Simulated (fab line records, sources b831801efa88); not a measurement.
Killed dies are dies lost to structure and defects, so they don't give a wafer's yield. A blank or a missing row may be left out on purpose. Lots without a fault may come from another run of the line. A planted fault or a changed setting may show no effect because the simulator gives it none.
fab line records | flow gf180mcu
record lots=6 wafers=18 last_day=34
route steps=602 shown STI@10
lots that met no fault: from a run of the same line without faults
start_h: hours from the record's first day to the start of the lot's first wafer shown | wait_h: hours since the lot's step before | " the same as in the row above | L1.1+2: a row that stands for several wafers | - no value, or no start given | * or withheld: withheld | < > ~ a bound
route shown NAME@n: a module of which the file shows steps, and the number in the route of the first | usual: mean/standard deviation of fault-free wafers | same: alike in all rows | chamber/n: place in a boat | sites: the reading at each site | _std_site: their standard deviation | _edge_site: outer sites' mean less inner sites' | radius_mm: how far each site lies from the wafer's centre | mask NAME#n: copy n | behind: the tool/chamber that last shaped the wafer | hold: why the lot was held/for how many hours/how that ended | device: the transistor (n, p or np) that didn't switch | end of line: the same wafers' tests at the end of the route | a step without rows: its recipe alone | killed: dies lost to structure and defects at the first sort, not the wafer's yield | map: a wafer's dies, x killed, . not, _ none there
set.NAME: the setting as run; set.NAME@STEP: as run at that earlier step | model.NAME: the simulator's own value behind a step, which no gauge read
lots at some steps of the route; a table a step, a row a wafer
services: from which hour (start_h, from the record's first day; less than 0 if before it) a tool's chamber was out of use, for how many hours, and why
## steps
# step GF_STI_EXPOSE_09
# recipe mask_id=COMP target_cd_nm=220 na=0.68 source_shape=conventional sigma_outer=0.6 dose_mj=28
# step GF_STI_PEB_10
# recipe peb_temp_c=135 peb_time_s=90 resist=KrF
# step GF_STI_DEVELOP_11
# recipe develop_time_s=60 dev_temp_c=21
# step GF_STI_CD_MEAS_12
# recipe target_cd_nm=220
# usual cd_nm=219.6/1.3
# columns lot.wafer tool chamber start_h wait_h cd_nm
L697.1 cd_sem-02 - 40.51 0.1 221.5
L697.3 " - " " 221.3
L697.4 " - " " 221.4
L705.1 cd_sem-01 - 82.17 0.1 221.3
L705.4 " - " " 219.8
L705.5 " - " " 220.3
L706.1 cd_sem-01 - 87.22 0.1 220.1
L706.3 " - " " 221.0
L706.6 " - " " 221.2
L713.3 cd_sem-02 - 122.86 0.1 221.5
L713.4 " - " " 222.5
L713.6 " - " " 220.1
L715.2 cd_sem-02 - 135.34 0.1 220.3
L715.3 " - " " 219.1
L715.4 " - " " 220.8
L717.1 cd_sem-02 - 143.84 0.2 221.3
L717.4 " - " " 221.2
L717.5 " - " " 222.1
# step GF_STI_ETCH_13
# recipe chemistry=CHF3/O2 stop_on=Si over_etch_frac=0.3 target_depth_a=2823.1 source_w=600 bias_w=200 pressure_mtorr=40 chf3_flow_sccm=50 O2_flow_sccm=5 time_s=112.9
# usual drypump_motor_current_A=5.7/0.31 oes_product_au=0.832/0.0069 throttle_valve_pct=8.809/0.0095
# columns lot.wafer tool chamber start_h wait_h drypump_motor_current_A oes_product_au rf_hours_counter_h throttle_valve_pct
L697.1 rie_diel-04 3 40.63 0.1 5.2 0.834 40 8.800
L697.3 " 0 " " 5.3 0.834 5 8.823
L697.4 " 2 " " 5.6 0.833 14 8.815
L705.1 rie_diel-04 2 82.29 0.1 5.6 0.833 15 8.804
L705.4 " 1 " " 5.7 0.829 - 8.809
L705.5 " 2 " " 5.6 0.832 - 8.810
L706.1 rie_diel-01 1 87.34 0.1 5.9 0.822 5 8.810
L706.3 " 3 " " 6.0 0.828 95 8.814
L706.6 " 0 " " 5.5 0.829 - 8.820
L713.3 rie_diel-04 1 122.94 0.1 5.7 0.829 132 8.800
L713.4 " 3 " " 5.2 0.825 41 8.807
L713.6 " 1 " " 5.7 0.832 - 8.809
L715.2 rie_diel-01 2 135.44 0.1 5.5 0.828 28 8.801
L715.3 " 3 " " 6.0 0.832 97 8.811
L715.4 " 0 " " 5.5 0.830 75 8.800
L717.1 rie_diel-04 2 143.96 0.1 5.6 0.834 16 8.823
L717.4 " 0 " " 5.4 0.837 7 8.814
L717.5 " 3 " " 5.2 0.835 - 8.804
# step GF_STI_ETCH_14
# recipe target=Si chemistry=HBr/Cl2/O2 target_depth_nm=360 icp_w=600 bias_w=150 pressure_mtorr=15 HBr_flow_sccm=150 Cl2_flow_sccm=40 O2_flow_sccm=6 time_s=102.9
# usual drypump_motor_current_A=5.9/0.47 oes_product_au=1.001/0.0087 throttle_valve_pct=25.658/0.01
# columns lot.wafer tool chamber start_h wait_h drypump_motor_current_A oes_product_au rf_hours_counter_h throttle_valve_pct
L697.1 rie_si-01 2 40.71 0.0 5.8 0.999 2 25.671
L697.3 " 1 " " 5.7 1.008 34 25.668
L697.4 " 3 " " 5.9 1.020 8 25.646
L705.1 rie_si-02 1 82.37 0.0 5.8 1.015 59 25.661
L705.4 " 3 " " 5.8 1.008 4 25.644
L705.5 " 1 " " 5.8 1.007 - 25.649
L706.1 rie_si-02 2 87.42 0.0 6.6 0.994 146 25.676
L706.3 " 0 " " 5.1 0.990 48 25.653
L706.6 " 3 " " 5.9 1.000 - 25.665
L713.3 rie_si-02 3 123.05 0.1 5.9 1.004 - 25.654
L713.4 " 0 " " 5.1 0.999 - 25.654
L713.6 " 0 " " 5.1 0.997 - 25.670
L715.2 rie_si-02 2 135.52 0.0 6.6 0.991 0 25.654
L715.3 " 3 " " 5.9 1.012 5 25.652
L715.4 " 0 " " 5.1 0.997 - 25.658
L717.1 rie_si-02 1 144.04 0.0 5.7 0.999 60 25.663
L717.4 " 0 " " 5.1 0.997 49 25.670
L717.5 " 3 " " 5.9 1.003 - 25.659
# step GF_STI_STRIP_15
# recipe chemistry=O2/N2 power_w=1400 pressure_mtorr=1500 platen_temp_c=250 o2_flow_sccm=3000 n2_flow_sccm=300 overash_fraction=0.5
# usual drypump_motor_current_A=5.8/0.32 heater_power_w=327/38 n2_flow_sccm=300.0/0.93 oes_product_au=0.385/0.0047 strip_time_to_endpoint_s=3.74/0.035
# columns lot.wafer tool chamber start_h wait_h drypump_motor_current_A heater_power_w n2_flow_sccm oes_product_au rf_hours_counter_h strip_time_to_endpoint_s
L697.1 plasma_asher-02 1 40.78 0.0 5.6 365 300.2 0.388 38 3.79
L697.3 " 1 " " 5.6 368 301.3 0.392 - 3.70
L697.4 " 0 " " 6.1 343 299.6 0.375 - 3.74
L705.1 plasma_asher-02 1 82.44 0.0 5.6 368 300.0 0.379 43 3.74
L705.4 " 0 " " 6.1 348 300.0 0.383 - 3.71
L705.5 " 1 " " 5.6 357 302.0 0.376 - 3.76
L706.1 plasma_asher-04 1 87.49 0.0 5.8 291 300.2 0.392 29 3.78
L706.3 " 0 " " 5.2 378 298.6 0.384 - 3.73
L706.6 " 0 " " 5.2 366 300.3 0.387 - 3.70
L713.3 plasma_asher-02 1 123.16 0.1 5.6 338 299.1 0.390 - 3.74
L713.4 " 0 " " 6.1 345 298.5 0.381 - 3.80
L713.6 " 1 " " 5.6 338 299.9 0.387 - 3.77
L715.2 plasma_asher-04 1 135.59 0.0 5.8 287 299.2 0.390 35 3.70
L715.3 " 1 " " 5.8 294 300.4 0.390 - 3.71
L715.4 " 0 " " 5.2 371 299.1 0.384 - 3.74
L717.1 plasma_asher-01 1 144.11 0.0 6.2 269 298.8 0.383 49 3.76
L717.4 " 0 " " 6.0 282 301.2 0.378 - 3.71
L717.5 " 0 " " 6.1 277 300.5 0.390 - 3.75
# step GF_STI_CLEAN_16
# recipe chemistry=dHF time_s=25 dilution=100:1
# step GF_STI_WET_ETCH_17
# recipe chemistry=H3PO4 target_depth_nm=45 temp_c=160 target=Si3N4 time_s=514
# step GF_STI_CLEAN_18
# recipe chemistry=SC1/SC2 mix=1:4:20 temp_c=70 time_s=150
# step GF_STI_CLEAN_19
# recipe chemistry=dHF time_s=20 dilution=100:1
# step GF_STI_WET_ETCH_20
# recipe chemistry=dHF dilution=100:1 target_depth_nm=20 temp_c=25 dry=ipa_marangoni target=SiO2 time_s=400
# step GF_STI_OXIDATION_21
# recipe temp_c=1000 ambient=O2 stabilise_s=600 purge_s=300 target_thk_a=150 ox_time_s=458
# usual ox_temp_c=1000.1/0.5 ox_temp_c_max=1005.7/1.8 spike_tc_top_C=1014.5/1.1 spike_tc_upper_C=1000.6/1.2
# columns lot.wafer tool chamber start_h wait_h ox_temp_c ox_temp_c_max spike_tc_top_C spike_tc_upper_C
L697.1 furnace-02 0 41.55 0.3 1000.9 1008.7 1016.5 1001.7
L697.3 " 0 " " 1000.0 1008.0 1017.4 1001.0
L697.4 " 0 " " 1000.3 1007.6 1016.6 1002.1
L705.1 furnace-01 - 83.04 0.1 - - - -
L705.4 " - " " - - - -
L705.5 " - " " - - - -
L706.1 furnace-01 - 87.97 0.0 - - - -
L706.3 " - " " - - - -
L706.6 " - " " - - - -
L713.3 furnace-02 0 123.58 0.0 999.6 1007.7 1015.4 1001.1
L713.4 " 0 " " 1000.5 1010.7 1014.6 1001.7
L713.6 " 0 " " 1000.4 1007.4 1014.0 1001.5
L715.2 furnace-01 0 136.07 0.0 1000.7 1005.3 1013.1 1000.0
L715.3 " 0 " " 1000.5 1004.3 1014.0 999.8
L715.4 " 0 " " 999.8 1005.3 1015.0 1000.3
L717.1 furnace-02 0 144.57 0.0 999.9 1006.6 1016.6 1001.2
L717.4 " 0 " " 999.6 1008.4 1015.9 1000.7
L717.5 " 0 " " 999.8 1005.7 1014.1 999.7
# step GF_STI_CVD_23
# recipe material=SiO2 target_thk_nm=650 sigma_open_frac=0.3 time_s=108.3 temp_c=600 sih4_flow_sccm=60 pressure_mtorr=6
## services
# columns tool chamber start_h hours kind
rie_diel-01 - 25.87 2.8 pm
furnace-01 - 29.03 4.0 pm
plasma_asher-04 - 43.39 2.8 pm
rie_diel-01 - 44.51 0.6 repair
plasma_asher-01 - 53.70 2.3 repair
rie_diel-04 3 75.39 18.7 repair
plasma_asher-04 - 77.99 1.7 repair
rie_diel-04 - 85.33 29.2 repair
rie_si-02 2 103.75 - clean
rie_si-02 2 103.75 19.5 scheduled_down
rie_si-02 2 103.75 19.5 vent_cycle
plasma_asher-02 - 108.75 9.0 pm
plasma_asher-02 0 108.75 9.0 vent_cycle
plasma_asher-02 1 108.75 9.0 vent_cycle
furnace-02 - 114.98 2.5 pm
plasma_asher-02 0 117.75 - clean
plasma_asher-02 1 117.75 - clean
rie_diel-01 0 117.99 1.5 repair
rie_si-02 1 119.48 8.5 repair
rie_diel-04 0 125.41 17.8 repair
rie_si-02 1 135.00 2.7 repair
rie_diel-01 - 144.16 28.1 pm
## key
first_sign step=GF_STI_OXIDATION_21 reading=tool_record direction=missing
effect none on later readings
met_at GF_STI_OXIDATION_21
struck_wafers L705.1,L705.4,L705.5,L706.1,L706.3,L706.6
later_rows_left_out L705.1,L705.4,L705.5,L706.1,L706.3,L706.6
sort_left_out L705.1,L705.4,L705.5,L706.1,L706.3,L706.6
tester_left_out L705,L706
fault kind=skipped_step_whole tool=furnace-01 chamber=- onset_h=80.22 steps=GF_STI_OXIDATION_21 scope=struck_lots_only
# tester_left_out: of these lots the tester's yield and bins aren't shown, on N5 and GAA mostly nor the transistor test; their killed dies are dies lost to structure and defects alone, not to doping, threshold or leakage, so they don't give the yield
# sort_left_out: the simulated sort isn't trusted on such a fault, so these wafers' sort isn't shown, and their yield isn't known
# later_rows_left_out: the simulator's readings of these wafers behind a module that went badly wrong aren't trusted and aren't shown, but for the sort
